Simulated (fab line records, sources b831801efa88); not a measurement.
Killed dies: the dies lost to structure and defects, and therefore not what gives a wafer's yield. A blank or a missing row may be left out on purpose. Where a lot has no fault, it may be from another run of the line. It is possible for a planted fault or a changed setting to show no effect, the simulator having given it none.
fab line records	flow sky130
[record] lots = 24	wafers = 72	last-day = 50
route steps=708 shown FIELD_ISO@14 LDD_P@263 LOCAL_INTERCONNECT@398 VIA1@471 METAL4@631 PASSIVATION@693
lots that met no fault: taken from a fault-free run of the same line
start-h: hours from the record's first day to the start of the lot's first wafer shown	wait-h: hours since the lot's step before	" unchanged from the row above	L1.1+2: one row covering several wafers at once	- no value, or no start given	* or withheld: withheld	< > ~ a bound
route shown NAME@n: a module of which the file shows steps, and the number in the route of the first	usual: the fault-free wafers' mean and standard deviation	same: alike in all rows	chamber/n: place in a boat	sites: the reading at each site	_std_site: their standard deviation	_edge_site: outer sites' mean less inner sites'	radius-mm: for every site, how far away it sits from the centre of the wafer	mask NAME#n: copy n	behind: tool/chamber where the wafer was last shaped	hold: what put the lot on hold/how long, in hours/how the hold closed	device: whichever transistor did not switch (one of n, p or np)	end of line: tests run on the same wafers once the route is complete	step lacking rows: just its recipe	killed: at the first sort, the dies lost to defects and structure; wafer yield is something else	map: per-die view of a wafer (x killed, . not killed, _ where there is no die)
set.NAME: the setting the step ran with; set.NAME@STEP: the setting that earlier step ran with	model.NAME: the simulator's own value behind a step, which no gauge read
route steps across a sampled set of lots; one table per step, one row per wafer
services: when a tool's chamber went out of use (start-h, in hours from the record's first day, below 0 if earlier), for how many hours, and the reason
[[steps]]
[step SKY_FIELD_ISO_CD_MEAS_13]
[recipe] target-cd-nm = 150
[usual] cd-nm = 150.1/1.4
lot.wafer	tool	chamber	start-h	wait-h	cd-nm
L074.2	cd-sem-02	-	30.98	-	149.9
L074.3	"	-	"	"	153.0
L074.4	"	-	"	"	152.2
L075.2	cd-sem-02	-	34.53	-	151.6
L075.4	"	-	"	"	152.3
L075.5	"	-	"	"	151.6
L076.1	cd-sem-02	-	40.28	-	148.6
L076.2	"	-	"	"	149.1
L076.4	"	-	"	"	149.8
L077.2	cd-sem-02	-	45.50	-	151.3
L077.3	"	-	"	"	151.0
L077.4	"	-	"	"	150.3
L078.2	cd-sem-02	-	49.15	-	153.8
L078.3	"	-	"	"	152.1
L078.6	"	-	"	"	153.8
L079.1	cd-sem-01	-	55.13	-	150.7
L079.4	"	-	"	"	150.2
L079.5	"	-	"	"	151.4
L080.2	cd-sem-02	-	59.20	-	150.0
L080.4	"	-	"	"	149.3
L080.6	"	-	"	"	151.9
L081.1	cd-sem-01	-	65.13	-	147.9
L081.3	"	-	"	"	150.2
L081.4	"	-	"	"	151.1
L082.1	cd-sem-01	-	71.53	-	148.4
L082.3	"	-	"	"	149.8
L082.4	"	-	"	"	149.1
L083.1	cd-sem-01	-	77.06	-	150.6
L083.2	"	-	"	"	150.8
L083.5	"	-	"	"	150.2
L084.1	cd-sem-01	-	82.15	-	147.8
L084.3	"	-	"	"	148.2
L084.6	"	-	"	"	148.7
L085.3	cd-sem-02	-	85.70	-	148.7
L085.5	"	-	"	"	149.1
L085.6	"	-	"	"	149.7
L086.1	cd-sem-01	-	91.98	-	150.7
L086.3	"	-	"	"	149.1
L086.4	"	-	"	"	148.9
L087.3	cd-sem-01	-	96.47	-	149.0
L087.5	"	-	"	"	149.8
L087.6	"	-	"	"	149.5
L088.2	cd-sem-02	-	102.10	-	149.1
L088.3	"	-	"	"	147.5
L088.6	"	-	"	"	146.4
L089.1	cd-sem-02	-	106.66	-	150.8
L089.2	"	-	"	"	151.2
L089.5	"	-	"	"	150.8
L090.1	cd-sem-01	-	112.63	-	149.5
L090.3	"	-	"	"	148.1
L090.6	"	-	"	"	149.3
L091.2	cd-sem-01	-	116.45	-	151.3
L091.3	"	-	"	"	150.7
L091.6	"	-	"	"	148.9
L092.1	cd-sem-01	-	122.85	-	152.1
L092.4	"	-	"	"	151.4
L092.6	"	-	"	"	150.8
L093.2	cd-sem-02	-	128.78	-	148.7
L093.4	"	-	"	"	149.2
L093.5	"	-	"	"	149.3
L094.2	cd-sem-02	-	134.80	-	149.3
L094.5	"	-	"	"	149.9
L094.6	"	-	"	"	148.3
L095.2	cd-sem-02	-	139.05	-	150.7
L095.4	"	-	"	"	152.3
L095.5	"	-	"	"	149.9
L096.3	cd-sem-02	-	142.65	-	148.7
L096.4	"	-	"	"	148.0
L096.5	"	-	"	"	148.7
L097.1	cd-sem-02	-	148.11	-	151.9
L097.4	"	-	"	"	150.7
L097.6	"	-	"	"	152.4
[step SKY_LDD_P_OVL_MEAS_08]
[usual] LDD_P_OVL = -0.1/1.5
lot.wafer	tool	chamber	start-h	wait-h	LDD_P_OVL[nm]
L074.2	overlay-01	-	444.71	0.1	1.1
L074.3	"	-	"	"	1.0
L074.4	"	-	"	"	0.9
L075.2	overlay-01	-	449.51	0.1	1.2
L075.4	"	-	"	"	0.3
L075.5	"	-	"	"	0.8
L076.1	overlay-01	-	458.43	0.1	0.6
L076.2	"	-	"	"	0.7
L076.4	"	-	"	"	0.9
L077.2	overlay-02	-	472.63	0.1	-0.4
L077.3	"	-	"	"	-1.6
L077.4	"	-	"	"	-1.9
L078.2	overlay-01	-	488.58	0.1	-0.9
L078.3	"	-	"	"	-0.3
L078.6	"	-	"	"	-0.1
L079.1	overlay-01	-	492.88	0.1	3.1
L079.4	"	-	"	"	1.5
L079.5	"	-	"	"	1.2
L081.1	overlay-01	-	500.53	0.1	3.4
L081.3	"	-	"	"	0.7
L081.4	"	-	"	"	2.5
L080.2	overlay-01	-	501.14	0.1	1.5
L080.4	"	-	"	"	1.3
L080.6	"	-	"	"	1.1
L082.1	overlay-01	-	516.28	0.1	-2.2
L082.3	"	-	"	"	-2.0
L082.4	"	-	"	"	-2.1
L083.1	overlay-02	-	526.20	0.1	-1.8
L083.2	"	-	"	"	0.7
L083.5	"	-	"	"	0.4
L084.1	overlay-02	-	528.23	0.1	-1.9
L084.3	"	-	"	"	-2.7
L084.6	"	-	"	"	-1.3
L085.3	overlay-02	-	545.20	0.1	1.3
L085.5	"	-	"	"	1.0
L085.6	"	-	"	"	0.9
L086.1	overlay-01	-	552.23	0.1	-0.5
L086.3	"	-	"	"	-0.4
L086.4	"	-	"	"	-0.8
L087.3	overlay-01	-	556.64	0.1	0.4
L087.5	"	-	"	"	0.1
L087.6	"	-	"	"	-0.7
L088.2	overlay-01	-	562.08	0.1	0.9
L088.3	"	-	"	"	1.6
L088.6	"	-	"	"	0.5
L089.1	overlay-01	-	567.93	0.1	0.4
L089.2	"	-	"	"	-0.8
L089.5	"	-	"	"	-0.3
L090.1	overlay-02	-	578.23	0.1	0.9
L090.3	"	-	"	"	-0.1
L090.6	"	-	"	"	-1.4
L091.2	overlay-02	-	583.24	0.1	-0.6
L091.3	"	-	"	"	-0.7
L091.6	"	-	"	"	-0.4
L092.1	overlay-02	-	593.58	0.1	-1.7
L092.4	"	-	"	"	-1.9
L092.6	"	-	"	"	-3.3
L093.2	overlay-02	-	600.33	0.1	-2.0
L093.4	"	-	"	"	-1.0
L093.5	"	-	"	"	-1.1
L094.2	overlay-01	-	611.49	0.1	-0.9
L094.5	"	-	"	"	0.6
L094.6	"	-	"	"	0.3
L095.2	overlay-02	-	617.56	0.1	0.2
L095.4	"	-	"	"	1.3
L095.5	"	-	"	"	2.0
L096.3	overlay-02	-	625.19	0.1	-3.6
L096.4	"	-	"	"	-2.0
L096.5	"	-	"	"	-1.4
L097.1	overlay-02	-	627.98	0.1	1.3
L097.4	"	-	"	"	-0.5
L097.6	"	-	"	"	0.9
[step SKY_LOCAL_INTERCONNECT_CD_MEAS_11]
[recipe] target-cd-nm = 170
[usual] cd-nm = 169.1/1.5
lot.wafer	tool	chamber	start-h	wait-h	cd-nm
L074.2	cd-sem-01	-	713.00	-	171.0
L074.3	"	-	"	"	170.4
L074.4	"	-	"	"	170.5
L075.2	cd-sem-02	-	720.00	-	168.5
L075.4	"	-	"	"	170.2
L075.5	"	-	"	"	171.8
L076.1	cd-sem-01	-	737.18	-	168.8
L076.2	"	-	"	"	169.3
L076.4	"	-	"	"	170.6
L077.2	cd-sem-02	-	739.53	-	168.9
L077.3	"	-	"	"	167.4
L077.4	"	-	"	"	166.4
L078.2	cd-sem-02	-	754.31	-	169.2
L078.3	"	-	"	"	171.3
L078.6	"	-	"	"	170.1
L079.1	cd-sem-02	-	761.93	-	169.0
L079.4	"	-	"	"	167.6
L079.5	"	-	"	"	169.7
L081.1	cd-sem-02	-	765.53	-	166.3
L081.3	"	-	"	"	167.5
L081.4	"	-	"	"	167.8
L080.2	cd-sem-01	-	766.25	-	170.2
L080.4	"	-	"	"	171.4
L080.6	"	-	"	"	169.0
L082.1	cd-sem-02	-	780.83	-	167.8
L082.3	"	-	"	"	167.6
L082.4	"	-	"	"	168.6
L083.1	cd-sem-02	-	786.06	-	168.0
L083.2	"	-	"	"	168.6
L083.5	"	-	"	"	168.0
L084.1	cd-sem-02	-	788.61	-	168.1
L084.3	"	-	"	"	168.8
L084.6	"	-	"	"	168.1
L085.3	cd-sem-02	-	804.57	-	169.3
L085.5	"	-	"	"	169.8
L085.6	"	-	"	"	168.8
L086.1	cd-sem-02	-	810.51	-	171.9
L086.3	"	-	"	"	170.1
L086.4	"	-	"	"	170.2
L087.3	cd-sem-02	-	816.35	-	168.5
L087.5	"	-	"	"	168.8
L087.6	"	-	"	"	169.7
L088.2	cd-sem-02	-	818.68	-	169.5
L088.3	"	-	"	"	169.9
L088.6	"	-	"	"	170.9
L089.1	cd-sem-02	-	825.39	-	166.1
L089.2	"	-	"	"	166.5
L089.5	"	-	"	"	166.7
L090.1	cd-sem-02	-	834.38	-	169.7
L090.3	"	-	"	"	168.5
L090.6	"	-	"	"	169.1
L091.2	cd-sem-02	-	841.75	-	167.1
L091.3	"	-	"	"	168.5
L091.6	"	-	"	"	166.6
L092.1	cd-sem-02	-	853.83	-	170.1
L092.4	"	-	"	"	168.6
L092.6	"	-	"	"	170.1
L093.2	cd-sem-02	-	855.45	-	170.6
L093.4	"	-	"	"	168.9
L093.5	"	-	"	"	171.1
L095.2	cd-sem-02	-	870.95	-	169.0
L095.4	"	-	"	"	169.0
L095.5	"	-	"	"	169.8
L094.2	cd-sem-02	-	871.10	-	170.0
L094.5	"	-	"	"	170.3
L094.6	"	-	"	"	170.4
L096.3	cd-sem-02	-	874.85	-	170.9
L096.4	"	-	"	"	169.7
L096.5	"	-	"	"	170.5
L097.1	cd-sem-02	-	877.88	-	168.7
L097.4	"	-	"	"	169.9
L097.6	"	-	"	"	166.7
[step SKY_VIA1_OVL_MEAS_13]
[usual] VIA1_OVL = -2/5.5
lot.wafer	tool	chamber	start-h	wait-h	VIA1_OVL[nm]
L074.2	overlay-01	-	799.94	0.1	-2
L074.3	"	-	"	"	3
L074.4	"	-	"	"	-1
L075.2	overlay-02	-	805.63	0.1	-7
L075.4	"	-	"	"	-5
L075.5	"	-	"	"	-3
L076.1	overlay-02	-	823.20	0.1	-6
L076.2	"	-	"	"	-3
L076.4	"	-	"	"	-3
L077.2	overlay-01	-	825.14	0.1	1
L077.3	"	-	"	"	-5
L077.4	"	-	"	"	-5
L078.2	overlay-01	-	838.99	0.1	-6
L078.3	"	-	"	"	-6
L078.6	"	-	"	"	-2
L079.1	overlay-01	-	846.13	0.1	0
L079.4	"	-	"	"	-4
L079.5	"	-	"	"	-2
L081.1	overlay-02	-	849.43	0.1	8
L081.3	"	-	"	"	9
L081.4	"	-	"	"	6
L080.2	overlay-02	-	850.48	0.1	4
L080.4	"	-	"	"	2
L080.6	"	-	"	"	0
L082.1	overlay-02	-	864.02	0.1	0
L082.3	"	-	"	"	3
L082.4	"	-	"	"	8
L083.1	overlay-01	-	869.38	0.1	11
L083.2	"	-	"	"	12
L083.5	"	-	"	"	10
L084.1	overlay-02	-	872.93	0.1	-4
L084.3	"	-	"	"	-6
L084.6	"	-	"	"	-1
L085.3	overlay-02	-	887.25	0.1	-3
L085.5	"	-	"	"	-4
L085.6	"	-	"	"	-4
L086.1	overlay-02	-	893.10	0.1	-9
L086.3	"	-	"	"	-8
L086.4	"	-	"	"	0
L087.3	overlay-01	-	899.49	0.1	-1
L087.5	"	-	"	"	-9
L087.6	"	-	"	"	-2
L088.2	overlay-02	-	901.96	0.1	-3
L088.3	"	-	"	"	-4
L088.6	"	-	"	"	-5
L089.1	overlay-02	-	907.95	0.1	-1
L089.2	"	-	"	"	-12
L089.5	"	-	"	"	-9
L090.1	overlay-01	-	917.20	0.1	2
L090.3	"	-	"	"	-3
L090.6	"	-	"	"	-4
L091.2	overlay-02	-	924.24	0.1	-15
L091.3	"	-	"	"	-1
L091.6	"	-	"	"	-9
L092.1	overlay-02	-	935.88	0.1	-4
L092.4	"	-	"	"	-8
L092.6	"	-	"	"	-6
L093.2	overlay-02	-	936.23	0.1	-3
L093.4	"	-	"	"	-5
L093.5	"	-	"	"	-4
L095.2	overlay-02	-	949.94	0.1	-8
L095.4	"	-	"	"	-8
L095.5	"	-	"	"	-5
L094.2	overlay-01	-	951.63	0.1	-4
L094.5	"	-	"	"	0
L094.6	"	-	"	"	0
L096.3	overlay-02	-	954.67	0.1	-11
L096.4	"	-	"	"	-7
L096.5	"	-	"	"	-2
L097.1	overlay-01	-	958.28	0.1	-3
L097.4	"	-	"	"	-5
L097.6	"	-	"	"	-13
[step SKY_METAL4_DESCUM_15]
[recipe] chemistry = O2	source-power-w = 150	bias-power-w = 0	pressure-mtorr = 10	temp-c = 40	time-s = 8
[usual] drypump-motor-current-A = 5.6/0.47	oes-product-au = 0.998/0.0089
lot.wafer	tool	chamber	start-h	wait-h	drypump-motor-current-A	oes-product-au	rf-hours-counter-h
L074.2	rie-metal-02	1	987.09	0.0	6.3	1.025	18
L074.3	"	1	"	"	6.3	1.008	-
L074.4	"	0	"	"	5.3	0.999	-
L075.2	rie-metal-03	1	994.87	0.0	5.0	0.985	18
L075.4	"	1	"	"	5.0	0.980	-
L075.5	"	0	"	"	6.0	1.002	-
L076.1	rie-metal-02	1	1007.54	0.0	6.3	1.007	19
L076.2	"	0	"	"	5.2	0.992	11
L076.4	"	0	"	"	5.2	0.989	-
L077.2	rie-metal-01	0	1011.07	0.0	5.7	0.993	4
L077.3	"	0	"	"	5.7	1.000	-
L077.4	"	1	"	"	5.2	0.992	-
L078.2	rie-metal-01	0	1022.82	0.0	5.7	1.013	4
L078.3	"	0	"	"	5.7	1.009	-
L078.6	"	0	"	"	5.7	1.015	-
L079.1	rie-metal-02	1	1029.17	0.0	6.3	0.998	20
L079.4	"	0	"	"	5.2	1.000	-
L079.5	"	0	"	"	5.2	0.993	-
L081.1	rie-metal-03	0	1030.59	0.0	6.0	0.988	5
L081.3	"	0	"	"	6.0	0.986	-
L081.4	"	1	"	"	5.0	0.987	-
L080.2	rie-metal-02	0	1031.53	0.0	5.2	0.993	13
L080.4	"	1	"	"	6.3	1.021	-
L080.6	"	0	"	"	5.2	1.002	-
L082.1	rie-metal-01	1	1041.82	0.0	5.2	1.001	19
L082.3	"	0	"	"	5.7	0.995	-
L082.4	"	1	"	"	5.2	0.987	-
L083.1	rie-metal-03	0	1048.17	0.0	6.0	0.993	7
L083.2	"	1	"	"	5.0	0.994	21
L083.5	"	0	"	"	6.0	0.988	-
L084.1	rie-metal-02	1	1051.81	0.0	6.3	1.006	22
L084.3	"	1	"	"	6.3	1.002	-
L084.6	"	0	"	"	5.2	0.986	-
L085.3	rie-metal-02	1	1063.13	0.0	6.3	1.009	-
L085.5	"	0	"	"	5.2	0.998	-
L085.6	"	1	"	"	6.4	1.009	-
L086.1	rie-metal-02	0	1068.66	0.0	5.2	0.995	15
L086.3	"	1	"	"	6.3	1.004	-
L086.4	"	0	"	"	5.2	0.996	-
L087.3	rie-metal-02	0	1075.41	0.0	5.2	0.999	-
L087.5	"	0	"	"	5.2	0.993	-
L087.6	"	0	"	"	5.2	0.998	-
L088.2	rie-metal-03	0	1076.08	0.0	6.0	1.008	-
L088.3	"	0	"	"	6.0	0.998	-
L088.6	"	0	"	"	5.9	1.005	-
L089.1	rie-metal-01	0	1082.11	0.0	5.7	1.005	9
L089.2	"	1	"	"	5.2	1.003	23
L089.5	"	1	"	"	5.2	0.990	-
L090.1	rie-metal-01	1	1088.39	0.0	5.2	1.011	23
L090.3	"	0	"	"	5.7	1.005	-
L090.6	"	0	"	"	5.7	1.010	-
L091.2	rie-metal-02	0	1095.15	0.0	5.2	1.008	-
L091.3	"	0	"	"	5.2	1.004	-
L091.6	"	0	"	"	5.2	1.006	-
L092.1	rie-metal-03	0	1103.89	0.0	6.0	1.006	13
L092.4	"	0	"	"	6.0	0.997	-
L092.6	"	0	"	"	6.0	0.994	-
L093.2	rie-metal-03	0	1104.87	0.0	6.0	0.982	-
L093.4	"	0	"	"	6.0	0.997	-
L093.5	"	0	"	"	6.0	0.985	-
L095.2	rie-metal-01	1	1116.55	0.0	5.2	1.013	-
L095.4	"	1	"	"	5.2	1.003	-
L095.5	"	1	"	"	5.2	1.008	-
L094.2	rie-metal-02	0	1119.03	0.0	5.2	0.987	21
L094.5	"	0	"	"	5.2	0.991	-
L094.6	"	1	"	"	6.3	1.001	-
L096.3	rie-metal-02	1	1122.11	0.0	6.4	1.001	-
L096.4	"	1	"	"	6.3	0.992	-
L096.5	"	1	"	"	6.3	0.999	-
L097.1	rie-metal-03	1	1122.44	0.0	5.0	0.994	24
L097.4	"	1	"	"	5.0	0.999	-
L097.6	"	1	"	"	5.0	1.003	-
[step SKY_PASSIVATION_STRIP_12]
[recipe] chemistry = O2/N2	power-w = 1400	pressure-mtorr = 1500	platen-temp-c = withheld	overash-fraction = 0.7	o2-flow-sccm = 3000	n2-flow-sccm = 300
[usual] drypump-motor-current-A = 5.7/0.56	oes-product-au = 0.661/0.0046	strip-time-to-endpoint-s = 31.51/0.17
lot.wafer	tool	chamber	start-h	wait-h	drypump-motor-current-A	oes-product-au	rf-hours-counter-h	strip-time-to-endpoint-s
L074.2	plasma-asher-01	0	1059.74	0.1	5.2	0.661	61	31.27
L074.3	"	1	"	"	5.3	0.660	-	31.28
L074.4	"	0	"	"	5.3	0.657	-	31.14
L075.2	plasma-asher-03	1	1065.59	0.1	6.7	0.666	94	31.55
L075.4	"	0	"	"	5.9	0.667	-	31.44
L075.5	"	1	"	"	6.7	0.661	-	31.27
L076.1	plasma-asher-01	0	1078.84	0.1	5.3	0.660	63	31.77
L076.2	"	1	"	"	5.3	0.659	63	31.55
L076.4	"	1	"	"	5.3	0.656	-	31.74
L077.2	plasma-asher-01	1	1081.54	0.1	5.3	0.660	64	31.53
L077.3	"	0	"	"	5.3	0.662	-	31.60
L077.4	"	1	"	"	5.3	0.656	-	31.61
L078.2	plasma-asher-01	0	1092.34	0.1	5.2	0.667	64	31.34
L078.3	"	0	"	"	5.2	0.662	-	31.27
L078.6	"	1	"	"	5.3	0.654	-	31.31
L079.1	plasma-asher-03	1	1097.69	0.1	6.7	0.658	97	31.53
L079.4	"	0	"	"	5.9	0.671	-	31.49
L079.5	"	0	"	"	5.9	0.660	-	31.34
L081.1	plasma-asher-03	1	1099.74	0.1	6.6	0.658	97	31.37
L081.3	"	0	"	"	5.9	0.663	-	31.44
L081.4	"	1	"	"	6.7	0.668	-	31.46
L080.2	plasma-asher-01	0	1100.74	0.1	5.3	0.663	65	31.73
L080.4	"	0	"	"	5.2	0.659	-	31.55
L080.6	"	1	"	"	5.3	0.669	-	31.49
L082.1	plasma-asher-02	0	1110.84	0.1	5.7	0.663	38	31.40
L082.3	"	0	"	"	5.7	0.658	-	31.28
L082.4	"	1	"	"	5.4	0.668	-	31.40
L083.1	plasma-asher-01	0	1115.67	0.1	5.2	0.658	66	31.83
L083.2	"	1	"	"	5.3	0.666	66	31.59
L083.5	"	0	"	"	5.2	0.665	-	31.59
L084.1	plasma-asher-01	1	1118.74	0.1	5.3	0.657	67	31.58
L084.3	"	0	"	"	5.2	0.658	-	31.67
L084.6	"	0	"	"	5.2	0.662	-	31.43
L085.3	plasma-asher-01	0	1129.17	0.1	5.3	0.668	-	31.34
L085.5	"	0	"	"	5.3	0.655	-	31.32
L085.6	"	1	"	"	5.3	0.654	-	31.46
L086.1	plasma-asher-03	1	1132.02	0.1	6.7	0.654	101	31.54
L086.3	"	0	"	"	5.9	0.660	-	31.62
L086.4	"	1	"	"	6.7	0.652	-	31.46
L087.3	plasma-asher-03	1	1139.46	0.1	6.7	0.664	-	31.56
L087.5	"	0	"	"	5.9	0.656	-	31.35
L087.6	"	1	"	"	6.7	0.654	-	31.42
L088.2	plasma-asher-01	0	1140.54	0.1	5.3	0.659	69	31.57
L088.3	"	1	"	"	5.3	0.660	-	31.49
L088.6	"	1	"	"	5.3	0.655	-	31.62
L089.1	plasma-asher-01	1	1146.89	0.1	5.3	0.662	71	31.68
L089.2	"	0	"	"	5.3	0.658	71	31.52
L089.5	"	1	"	"	5.3	0.662	-	31.68
L090.1	plasma-asher-03	0	1151.44	0.1	5.9	0.658	102	31.49
L090.3	"	0	"	"	5.9	0.652	-	31.57
L090.6	"	1	"	"	6.7	0.658	-	31.59
L091.2	plasma-asher-01	1	1158.04	0.1	5.3	0.655	72	31.43
L091.3	"	0	"	"	5.2	0.663	-	31.43
L091.6	"	0	"	"	5.2	0.660	-	31.41
L092.1	plasma-asher-03	1	1164.99	0.1	6.7	0.661	103	31.48
L092.4	"	1	"	"	6.7	0.666	-	31.62
L092.6	"	0	"	"	5.9	0.660	-	31.40
L093.2	plasma-asher-01	1	1166.97	0.1	5.3	0.665	73	31.70
L093.4	"	1	"	"	5.3	0.666	-	31.93
L093.5	"	0	"	"	5.2	0.651	-	31.77
L095.2	plasma-asher-01	1	1174.89	0.1	5.3	0.659	74	31.76
L095.4	"	0	"	"	5.2	0.668	-	31.57
L095.5	"	1	"	"	5.3	0.664	-	31.68
L094.2	plasma-asher-03	0	1177.99	0.1	5.9	0.663	105	31.26
L094.5	"	1	"	"	6.7	0.659	-	31.25
L094.6	"	0	"	"	5.9	0.656	-	31.43
L096.3	plasma-asher-03	1	1179.61	0.1	6.7	0.658	-	31.50
L096.4	"	0	"	"	5.9	0.662	-	31.44
L096.5	"	0	"	"	5.9	0.660	-	31.47
L097.1	plasma-asher-03	0	1180.49	0.1	5.9	0.663	105	31.44
L097.4	"	1	"	"	6.7	0.662	-	31.54
L097.6	"	0	"	"	5.9	0.664	-	31.81
[[services]]
tool	chamber	start-h	hours	kind
plasma-asher-01	-	975.02	0.5	repair
plasma-asher-02	-	996.57	1.5	repair
plasma-asher-03	-	1012.27	28.1	pm
plasma-asher-01	-	1064.93	1.2	repair
rie-metal-03	1	1069.04	39.7	repair
rie-metal-03	0	1072.15	2.1	repair
rie-metal-02	1	1073.78	-	clean
rie-metal-02	1	1073.78	27.5	scheduled-down
rie-metal-02	1	1073.78	27.5	vent-cycle
plasma-asher-01	-	1109.68	4.9	repair
rie-metal-01	0	1114.40	20.9	repair
rie-metal-02	0	1121.12	4.7	repair
plasma-asher-02	-	1126.02	14.6	pm
rie-metal-01	-	1131.81	0.5	repair
rie-metal-02	1	1134.66	6.9	repair
rie-metal-01	-	1137.82	1.1	repair
plasma-asher-02	-	1140.62	15.6	pm
plasma-asher-01	-	1153.81	2.8	pm
plasma-asher-02	-	1154.59	0.7	repair
plasma-asher-02	-	1177.78	3.1	repair
[[key]]
fault none
